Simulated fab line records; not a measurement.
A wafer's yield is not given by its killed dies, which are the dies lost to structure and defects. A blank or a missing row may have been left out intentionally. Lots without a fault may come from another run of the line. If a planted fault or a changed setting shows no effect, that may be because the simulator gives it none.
Which tool is to blame? :: flow gf180mcu :: Sampling: 13 lots, 39 wafers, 4 of 602 route steps

## WHAT THE GAUGES SHOWED, per wafer
GF_NSD_CD_MEAS_07 targets a cd of 400 nm.
lot: L537
measured: day 13 15:09
on: cd sem-02
cd nm (nm): 399.1 397.6 398.1

lot: L539
measured: day 14 04:48
on: cd sem-02
cd nm (nm): 398.6 399.8 401.8

lot: L540
measured: day 14 16:37
on: cd sem-02
cd nm (nm): 401.0 402.2 402.1

lot: L541
measured: day 15 01:21
on: cd sem-02
cd nm (nm): 400.0 400.5 405.5

lot: L543
measured: day 15 16:15
on: cd sem-01
cd nm (nm): 398.4 398.3 398.0

lot: L544
measured: day 16 00:06
on: cd sem-01
cd nm (nm): 400.7 400.2 398.1

lot: L545
measured: day 16 10:49
on: cd sem-01
cd nm (nm): 401.9 405.0 401.8

lot: L549
measured: day 17 19:14
on: cd sem-01
cd nm (nm): - - -

lot: L550
measured: day 18 02:17
on: cd sem-02
cd nm (nm): 399.4 396.8 399.3

lot: L553
measured: day 19 08:45
on: cd sem-01
cd nm (nm): 401.8 400.1 401.2

lot: L555
measured: day 19 20:34
on: cd sem-01
cd nm (nm): 398.3 399.4 399.4

lot: L558
measured: day 20 22:16
on: cd sem-01
cd nm (nm): 398.6 398.5 398.3

lot: L559
measured: day 21 06:46
on: cd sem-01
cd nm (nm): 401.7 401.4 403.3

GF_NSD_TW_MEAS_12.
lot: L537
measured: day 13 15:41
on: film metro-02
NSD_TW: 4190 4208 4184

lot: L539
measured: day 14 05:22
on: film metro-04
NSD_TW: 4266 4239 4272

lot: L540
measured: day 14 17:10
on: film metro-04
NSD_TW: 4231 4245 4237

lot: L541
measured: day 15 01:54
on: film metro-04
NSD_TW: 4270 4266 4253

lot: L543
measured: day 15 16:48
on: film metro-04
NSD_TW: 4246 4275 4253

lot: L544
measured: day 16 00:40
on: film metro-04
NSD_TW: 4291 4260 4268

lot: L545
measured: day 16 11:22
on: film metro-04
NSD_TW: 4289 4262 4269

lot: L549
measured: day 17 19:46
on: film metro-01
NSD_TW: 30 30 30

lot: L550
measured: day 18 02:50
on: film metro-04
NSD_TW: 4252 4274 4292

lot: L553
measured: day 19 09:18
on: film metro-04
NSD_TW: 4281 4253 4272

lot: L555
measured: day 19 21:07
on: film metro-02
NSD_TW: 4187 4205 4168

lot: L558
measured: day 20 22:49
on: film metro-04
NSD_TW: 4268 4265 4262

lot: L559
measured: day 21 07:19
on: film metro-04
NSD_TW: 4284 4288 4281

## WHICH TOOL RAN EACH LOT (tool, then ch and the chambers of the sampled wafers, then the start)
lot: L537
GF_POLY_GATE_STRIP_14: plasma asher-02 ch 0,1, day 9 11:43
GF_NSD_EXPOSE_04: iline stepper-01 ch 0, day 13 05:30

lot: L539
GF_POLY_GATE_STRIP_14: plasma asher-02 ch 0, day 9 23:49
GF_NSD_EXPOSE_04: iline stepper-02 ch 0, day 13 19:11

lot: L540
GF_POLY_GATE_STRIP_14: plasma asher-04 ch 0,1, day 10 08:30
GF_NSD_EXPOSE_04: iline stepper-02 ch 0, day 14 06:22

lot: L541
GF_POLY_GATE_STRIP_14: plasma asher-02 ch 0,1, day 10 16:46
GF_NSD_EXPOSE_04: iline stepper-02 ch 0, day 14 15:04

lot: L543
GF_POLY_GATE_STRIP_14: plasma asher-02 ch 0,1, day 11 02:45
GF_NSD_EXPOSE_04: iline stepper-01 ch 0, day 15 05:19

lot: L544
GF_POLY_GATE_STRIP_14: plasma asher-02 ch 0,1, day 11 11:19
GF_NSD_EXPOSE_04: iline stepper-01 ch 0, day 15 13:39

lot: L545
GF_POLY_GATE_STRIP_14: plasma asher-01 ch 0,1, day 11 20:06
GF_NSD_EXPOSE_04: iline stepper-01 ch 0, day 15 23:59

lot: L549
GF_POLY_GATE_STRIP_14: plasma asher-02 ch 0,1, day 13 00:52
GF_NSD_EXPOSE_04: iline stepper-01 ch 0, day 17 08:02

lot: L550
GF_POLY_GATE_STRIP_14: plasma asher-01 ch 0,1, day 13 07:20
GF_NSD_EXPOSE_04: iline stepper-01 ch 0, day 17 14:47

lot: L553
GF_POLY_GATE_STRIP_14: plasma asher-02 ch 0,1, day 14 08:43
GF_NSD_EXPOSE_04: iline stepper-01 ch 0, day 18 20:36

lot: L555
GF_POLY_GATE_STRIP_14: plasma asher-04 ch 0,1, day 14 18:52
GF_NSD_EXPOSE_04: iline stepper-02 ch 0, day 19 08:48

lot: L558
GF_POLY_GATE_STRIP_14: plasma asher-04 ch 0,1, day 15 17:10
GF_NSD_EXPOSE_04: iline stepper-01 ch 0, day 20 10:05

lot: L559
GF_POLY_GATE_STRIP_14: plasma asher-01 ch 0,1, day 16 02:19
GF_NSD_EXPOSE_04: iline stepper-01 ch 0, day 20 19:26
- GF_POLY_GATE_STRIP_14: strips in O2/N2.
- GF_NSD_EXPOSE_04: exposes mask Nplus, target cd 400 nm.

## AS READ BY THE TOOLS THEMSELVES (means over the sampled wafers that have a number; for cases with no such wafer, the mark the record gives instead)
GF_POLY_GATE_STRIP_14.
lot: L537
tool: plasma asher-02
drypump motor current A (A): 5.8
heater power w (W): 354
oes product au (a.u.): 0.506

lot: L539
tool: plasma asher-02
drypump motor current A (A): 5.8
heater power w (W): 357
oes product au (a.u.): 0.503

lot: L540
tool: plasma asher-04
drypump motor current A (A): 5.9
heater power w (W): 350
oes product au (a.u.): 0.500

lot: L541
tool: plasma asher-02
drypump motor current A (A): 5.9
heater power w (W): 358
oes product au (a.u.): 0.501

lot: L543
tool: plasma asher-02
drypump motor current A (A): 5.8
heater power w (W): 354
oes product au (a.u.): 0.510

lot: L544
tool: plasma asher-02
drypump motor current A (A): 5.8
heater power w (W): 350
oes product au (a.u.): 0.505

lot: L545
tool: plasma asher-01
drypump motor current A (A): 5.8
heater power w (W): 347
oes product au (a.u.): 0.506

lot: L549
tool: plasma asher-02
drypump motor current A (A): 5.9
heater power w (W): 361
oes product au (a.u.): 0.504

lot: L550
tool: plasma asher-01
drypump motor current A (A): 6.2
heater power w (W): 327
oes product au (a.u.): 0.508

lot: L553
tool: plasma asher-02
drypump motor current A (A): 5.8
heater power w (W): 353
oes product au (a.u.): 0.504

lot: L555
tool: plasma asher-04
drypump motor current A (A): 5.8
heater power w (W): 335
oes product au (a.u.): 0.503

lot: L558
tool: plasma asher-04
drypump motor current A (A): 5.9
heater power w (W): 343
oes product au (a.u.): 0.507

lot: L559
tool: plasma asher-01
drypump motor current A (A): 5.8
heater power w (W): 349
oes product au (a.u.): 0.499

## THE ANSWER, worked out from the rows above alone
Rule: the lots themselves supply what counts as usual. Put in order of their means at a reading, lots are off if they are a third of the lots or fewer, leave a main group of 4 or more, and stand apart from it by a gap of 3 or more times the standard deviation of the main group's means; of several such gaps the widest counts. A main group is skipped when, at the precision printed for the reading in the tables above, its means are all equal. Also off: a lot with no number at a reading for which 4 or more lots have one. All remaining lots with rows at the step are treated as sound. First the gauges in route order, then the tools' own readings, where a lot's mean is used as printed above. At the first step where some lot is off, the reading lying furthest off is the one used; lots without a number count as furthest.
Off: L549 (GF_NSD_CD_MEAS_07, cd nm). Without a number there: L549. Mean 400.2 nm and standard deviation 1.6 in the main group.
If a tool, at a process step before that reading, ran all the lots that are off and no sound lot after the first of them, it fits. The gauges at GF_NSD_CD_MEAS_07 aren't tried: what is off there is off at GF_NSD_TW_MEAS_12 too, on other tools, and a gauge's error can't cause that. No candidate that was tried fits.

## WHAT WAS PUT IN BY THE SIMULATOR
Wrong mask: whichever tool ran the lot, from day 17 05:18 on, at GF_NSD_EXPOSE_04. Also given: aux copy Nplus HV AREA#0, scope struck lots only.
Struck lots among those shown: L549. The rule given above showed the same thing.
